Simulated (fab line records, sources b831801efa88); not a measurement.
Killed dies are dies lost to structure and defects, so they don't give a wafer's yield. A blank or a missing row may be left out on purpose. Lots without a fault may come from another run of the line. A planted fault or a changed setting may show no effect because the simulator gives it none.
One fault seen from 2 desks | flow gf180mcu | each desk has only its own numbers; what lay behind them comes last

THE METROLOGY DESK
What the gauges read, lot by lot, whatever tool the lot ran on: means of the sampled wafers that have a number. A lot is out of limits, marked OUT, if its mean lies more than 4 standard deviations from the usual mean; the brackets give that distance.
Columns: A = M4_ALCU_THK at GF_M4_THK_MEAS_06, usual 448 nm; B = V4_CVD_02_THK at GF_V4_THK_MEAS_03, usual 851 nm
lot  | first seen here | A   | B
L114 | day 23 01:12    | 444 | 851
L118 | day 24 19:16    | 445 | 847
L119 | day 24 23:12    | 448 | 853
L120 | day 25 07:59    | 462 | 848
L122 | day 26 01:57    | 450 | 866
L125 | day 27 07:25    | 441 | 857
L128 | day 28 01:37    | 449 | 856
L129 | day 28 04:49    | 453 | 726 (-11) OUT
L131 | day 28 19:14    | 446 | 851
L132 | day 29 03:50    | 446 | 747 (-9.5) OUT
L135 | day 29 18:24    | 449 | 838
This desk's finding: out of limits on L129, L132; first on L129, day 29 01:05 (V4_CVD_02_THK at GF_V4_THK_MEAS_03). In limits: L114, L118, L119, L120, L122, L125, L128, L131, L135.

THE TOOL OWNER'S DESK: pecvd-01
The tool's own readings at GF_V4_CVD_02 (deposits SiO2 from TEOS, target thk 850 nm, time 94.851 s): means of the sampled wafers that have a number, for each lot that ran on this tool. A lot is out of limits, marked OUT, if its mean lies more than 4 standard deviations from the usual mean; the brackets give that distance.
Columns: A = heater_power_w at GF_V4_CVD_02, usual 664 W
lot  | first seen here | A
L114 | day 24 00:09    | 580
L120 | day 26 06:11    | 605
L122 | day 26 23:27    | 588
L128 | day 28 21:42    | 688
L129 | day 29 01:00    | 730
L132 | day 29 22:56    | 640
This desk's finding: nothing out of limits on any of the 6 lots.

PUT TOGETHER
The metrology desk could have raised an alarm at day 29 01:05, on L129, L132.
The tool owner's desk saw nothing out of limits.
The tool owner's desk has L129, L132 on record, within its limits.
Of the lots named, all ran GF_V4_CVD_02 on pecvd-01.

WHAT THE SIMULATOR HAD PUT IN
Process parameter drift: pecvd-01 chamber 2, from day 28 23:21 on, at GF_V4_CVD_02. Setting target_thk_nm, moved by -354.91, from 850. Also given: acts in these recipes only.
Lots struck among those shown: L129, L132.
Hours from the fault's start to each desk's first reading out of limits: the metrology desk, 2.
